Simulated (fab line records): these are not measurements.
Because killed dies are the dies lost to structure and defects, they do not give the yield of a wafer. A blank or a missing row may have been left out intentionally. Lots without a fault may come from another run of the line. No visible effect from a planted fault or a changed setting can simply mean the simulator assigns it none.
One fault through the eyes of 2 desks | flow sfq-line | only its own numbers are on each desk; what lay behind them is given at the end

## TOOL OWNER'S DESK, pecvd-04
The tool's own readings at SFQ_TRILAYER_I0_DEP_PECVD_027 (deposits SiO2 from SiH4/N2O, time 111.11 s, target thk 500 nm): means of the sampled wafers that have a number, for each lot that ran on this tool. The brackets show how far a lot's mean lies from the usual mean; more than 4 standard deviations puts the lot out of limits, marked OUT.
Columns: A = heater-power-w at SFQ_TRILAYER_I0_DEP_PECVD_027, usual 81 W; B = run-length-s at SFQ_TRILAYER_I0_DEP_PECVD_027, usual 139.1 s; C = showerhead-vpp-V at SFQ_TRILAYER_I0_DEP_PECVD_027, usual 832 V; D = throttle-valve-pct at SFQ_TRILAYER_I0_DEP_PECVD_027, usual 24.3 %
lot  | first seen here | A  | B                | C   | D
L412 | day 14 12:51    | 76 | 139.0            | 838 | 23.4
L414 | day 15 04:37    | 97 | 139.7            | 798 | 23.1
L415 | day 15 14:49    | 87 | 139.4            | 828 | 23.4
L423 | day 18 11:46    | 97 | 142.3 (+5.6) OUT | 794 | 23.3
L424 | day 19 04:58    | 83 | 142.5 (+6.0) OUT | 836 | 23.6
This desk's finding: out of limits on L423, L424; first on L423, day 18 11:46 (run-length-s at SFQ_TRILAYER_I0_DEP_PECVD_027). In limits: L412, L414, L415.

## AT THE METROLOGY DESK
Lot by lot, what the gauges showed, no matter which tool ran the lot: averages of those sampled wafers that carry a number. The brackets show how far a lot's mean lies from the usual mean; more than 4 standard deviations puts the lot out of limits, marked OUT.
Columns: A = INCOMING_BOW at SFQ_INCOMING_BOW_MEAS_900, usual 0 um; B = L0V_OVL at SFQ_L0V_OVL_MEAS_903, usual -1 nm; C = M0_NB_RS at SFQ_M0_RS_MEAS_904, usual 0.893 ohm/sq
lot  | first seen here | A   | B   | C
L410 | day 1 10:00     | 2   | -1  | 0.895
L412 | day 1 20:00     | 4   | 0   | 0.895
L414 | day 2 06:02     | -1  | -5  | 0.895
L415 | day 2 11:00     | -5  | -5  | 0.893
L417 | day 2 21:02     | -4  | 7   | 0.882
L423 | day 4 03:02     | -3  | -0  | 0.893
L424 | day 4 08:00     | -10 | -3  | 0.880
L425 | day 4 13:01     | 2   | -14 | 0.907
L426 | day 4 18:02     | -3  | -1  | 0.893
L427 | day 4 23:02     | -1  | 10  | 0.881
L428 | day 5 04:00     | -1  | -9  | 0.898
L430 | day 5 14:02     | 8   | 8   | 0.886
L432 | day 6 00:00     | -3  | 2   | 0.897
L433 | day 6 05:00     | -3  | -3  | 0.888
This desk found nothing out of limits on any of the 14 lots.

## ALL TOGETHER
The tool owner's desk could have raised an alarm at day 18 11:46, on L423, L424.
Nothing out of limits was seen by the metrology desk.
The metrology desk holds a record of L423, L424, inside its limits.
SFQ_TRILAYER_I0_DEP_PECVD_027 was run on pecvd-04 by each of the lots named.

## WHAT THE SIMULATOR HAD INSERTED
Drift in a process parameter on pecvd-04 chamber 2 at SFQ_TRILAYER_I0_DEP_PECVD_027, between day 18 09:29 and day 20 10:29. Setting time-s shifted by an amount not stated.
Struck lots among those shown: L423, L424.
Time in hours from fault onset to the first out-of-limits reading at each desk: the tool owner's desk, 2.
